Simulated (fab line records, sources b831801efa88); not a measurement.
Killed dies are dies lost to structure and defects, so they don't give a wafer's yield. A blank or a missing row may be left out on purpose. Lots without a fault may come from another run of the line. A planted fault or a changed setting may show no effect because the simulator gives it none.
Which tool did it? | flow sky130 | 7 lots, 21 wafers sampled, at 4 steps of a route of 708

WHAT THE GAUGES READ, wafer by wafer
SKY_VT_ADJUST_PCH_TW_MEAS_10.
lot  | measured     | on            | VT_ADJUST_PCH_TW
L690 | day 12 02:46 | film_metro-02 | 144.6 143.6 144.3
L695 | day 12 20:55 | film_metro-01 | 142.1 142.8 142.7
L693 | day 12 23:32 | film_metro-02 | 144.2 144.8 144.6
L699 | day 14 01:46 | film_metro-04 | 142.0 141.9 142.5
L702 | day 15 07:28 | film_metro-01 | 29.9 29.8 29.9
L706 | day 16 13:16 | film_metro-04 | 142.9 142.8 142.4
L708 | day 17 14:31 | film_metro-02 | 143.9 144.3 145.2

WHICH TOOL RAN EACH LOT (tool, then ch and the chambers of the sampled wafers, then the start)
lot  | SKY_NWELL_RTA_28                 | SKY_VT_ADJUST_HVTR_STRIP_10          | SKY_VT_ADJUST_PCH_STRIP_09
L690 | rtp_anneal-02 ch 0, day 6 18:50  | plasma_asher-01 ch 0,1, day 11 02:32 | plasma_asher-04 ch 0,1, day 12 02:40
L695 | rtp_anneal-02 ch 0, day 7 07:05  | plasma_asher-01 ch 0,1, day 11 20:20 | plasma_asher-01 ch 0,1, day 12 20:48
L693 | rtp_anneal-02 ch 0, day 7 08:25  | plasma_asher-01 ch 0,1, day 11 22:49 | plasma_asher-04 ch 0,1, day 12 23:28
L699 | rtp_anneal-01 ch 0, day 8 06:30  | plasma_asher-02 ch 0,1, day 12 23:56 | plasma_asher-04 ch 0,1, day 14 01:39
L702 | rtp_anneal-01 ch 0, day 9 04:04  | plasma_asher-01 ch 0,1, day 14 04:23 | plasma_asher-02 ch 0,1, day 15 07:22
L706 | rtp_anneal-02 ch 0, day 10 04:08 | plasma_asher-02 ch 0,1, day 15 09:53 | plasma_asher-02 ch 0,1, day 16 13:10
L708 | rtp_anneal-02 ch 0, day 11 01:44 | plasma_asher-01 ch 0, day 16 10:14   | plasma_asher-01 ch 0,1, day 17 14:24
- SKY_NWELL_RTA_28: time 30 s.
- SKY_VT_ADJUST_HVTR_STRIP_10: strips in O2/N2.
- SKY_VT_ADJUST_PCH_STRIP_09: strips in O2/N2.

THE ANSWER, worked out from the rows above alone
Rule: what is usual is taken from the lots themselves. Put in order of their means at a reading, lots are off if they are a third of the lots or fewer, leave a main group of 4 or more, and stand apart from it by a gap of 3 or more times the standard deviation of the main group's means; of several such gaps the widest counts. A main group whose means are all the same, to the digits that the tables above print for the reading, isn't used. A lot without any number at a reading at which 4 lots or more have one is off too. The other lots that the step has rows for count as sound.
Off: L702, at SKY_VT_ADJUST_PCH_TW_MEAS_10 (VT_ADJUST_PCH_TW). The main group: mean 143.4, standard deviation 0.99.
A tool fits if, at a process step before that reading, it ran every lot that is off, and no sound lot after the first of them. The gauges at SKY_VT_ADJUST_PCH_TW_MEAS_10 are tried like those tools. Can't be told from this: 2 tools fit, rtp_anneal-01 at SKY_NWELL_RTA_28, film_metro-01 at SKY_VT_ADJUST_PCH_TW_MEAS_10.

WHAT THE SIMULATOR HAD PUT IN
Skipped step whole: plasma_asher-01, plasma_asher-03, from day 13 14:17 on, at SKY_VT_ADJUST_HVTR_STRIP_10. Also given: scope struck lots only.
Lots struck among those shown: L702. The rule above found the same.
